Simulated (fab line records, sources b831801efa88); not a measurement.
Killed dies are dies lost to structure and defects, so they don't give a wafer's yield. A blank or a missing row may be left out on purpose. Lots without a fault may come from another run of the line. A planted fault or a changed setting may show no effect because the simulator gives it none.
Which tool did it? | flow gf180mcu | 14 lots, 42 wafers sampled, at 3 steps of a route of 602

WHAT THE GAUGES READ, wafer by wafer
GF_STI_THK_MEAS_22.
lot  | measured    | on            | STI_OXIDATION_01_THK (nm)
L850 | day 2 03:56 | film_metro-01 | 15.37 14.97 15.30
L852 | day 2 15:04 | film_metro-02 | 15.03 15.35 15.21
L853 | day 2 18:44 | film_metro-03 | 15.13 15.09 15.21
L854 | day 3 00:07 | film_metro-03 | 15.44 15.20 14.95
L855 | day 3 04:40 | film_metro-01 | 14.72 14.96 14.51
L856 | day 3 09:26 | film_metro-03 | 15.32 15.33 15.46
L857 | day 3 16:12 | film_metro-03 | 14.82 14.95 14.92
L865 | day 5 10:02 | film_metro-02 | 15.20 15.04 14.98
L867 | day 5 21:41 | film_metro-03 | 14.76 14.81 14.97
L869 | day 6 06:51 | film_metro-03 | 14.68 14.79 14.82
L870 | day 6 09:57 | film_metro-01 | 14.57 14.77 14.88
L871 | day 6 14:59 | film_metro-01 | 15.01 14.78 14.83
L872 | day 6 23:26 | film_metro-01 | 14.88 14.78 14.79
L873 | day 7 03:03 | film_metro-02 | 15.02 15.06 15.04

GF_SAB_CD_MEAS_09: target cd 420 nm.
lot  | measured     | on        | cd_nm (nm)
L850 | day 14 22:14 | cd_sem-01 | 420.8 418.9 419.7
L852 | day 15 21:20 | cd_sem-01 | 424.3 420.4 420.5
L853 | day 16 00:45 | cd_sem-01 | 419.1 421.1 417.7
L854 | day 16 10:20 | cd_sem-01 | 418.2 420.1 415.7
L855 | day 16 15:54 | cd_sem-01 | 423.2 423.8 422.4
L856 | day 17 07:05 | cd_sem-02 | 419.6 422.0 421.6
L857 | day 17 14:19 | cd_sem-01 | 419.6 416.3 416.5
L865 | day 20 15:30 | cd_sem-02 | 420.8 418.9 418.3
L867 | day 21 10:31 | cd_sem-01 | 419.2 420.8 422.6
L869 | day 22 01:08 | cd_sem-02 | 419.7 422.9 420.3
L870 | day 22 06:08 | cd_sem-02 | 419.6 420.9 419.9
L871 | day 22 17:17 | cd_sem-01 | 418.5 419.8 418.6
L872 | day 23 01:38 | cd_sem-02 | 420.8 422.2 423.1
L873 | day 23 08:20 | cd_sem-01 | 421.0 421.0 420.2

WHICH TOOL RAN EACH LOT (tool, then ch and the chambers of the sampled wafers, then the start)
lot  | GF_DUAL_GATE_OXIDATION_15
L850 | furnace-02 ch 0, day 8 06:07
L852 | furnace-02 ch 0, day 8 22:52
L853 | furnace-02 ch 0, day 9 04:40
L854 | furnace-02 ch 0, day 9 11:17
L855 | furnace-02 ch 0, day 9 16:02
L856 | furnace-01 ch 0, day 10 00:36
L857 | furnace-02 ch 0, day 10 09:43
L865 | furnace-01 ch 0, day 12 19:38
L867 | furnace-01 ch 0, day 13 08:47
L869 | furnace-01 ch 0, day 13 23:19
L870 | furnace-02 ch 0, day 14 04:31
L871 | furnace-02 ch 0, day 14 09:31
L872 | furnace-01 ch 0, day 14 19:57
L873 | furnace-02 ch 0, day 15 03:12
- GF_DUAL_GATE_OXIDATION_15: stabilise 600 s, purge 300 s, target thk 7.098 nm.

WHAT THE TOOLS THEMSELVES READ (means of the sampled wafers that have a number; where no wafer has one, the mark that the record gives instead)
The record holds no such reading with a usual standard deviation.

THE ANSWER, worked out from the rows above alone
Rule: what is usual is taken from the lots themselves. Put in order of their means at a reading, lots are off if they are a third of the lots or fewer, leave a main group of 4 or more, and stand apart from it by a gap of 3 or more times the standard deviation of the main group's means; of several such gaps the widest counts. A main group whose means are all the same, to the digits that the tables above print for the reading, isn't used. A lot without any number at a reading at which 4 lots or more have one is off too. The other lots that the step has rows for count as sound. The gauges are gone through in route order, then the tools' own readings, and for those a lot's mean is taken as printed above. The first step at which some lot is off is used, and at that step the reading that is off furthest; a lot without a number counts as furthest.
No lot is off at any reading shown: from this, nothing can be told.

WHAT THE SIMULATOR HAD PUT IN
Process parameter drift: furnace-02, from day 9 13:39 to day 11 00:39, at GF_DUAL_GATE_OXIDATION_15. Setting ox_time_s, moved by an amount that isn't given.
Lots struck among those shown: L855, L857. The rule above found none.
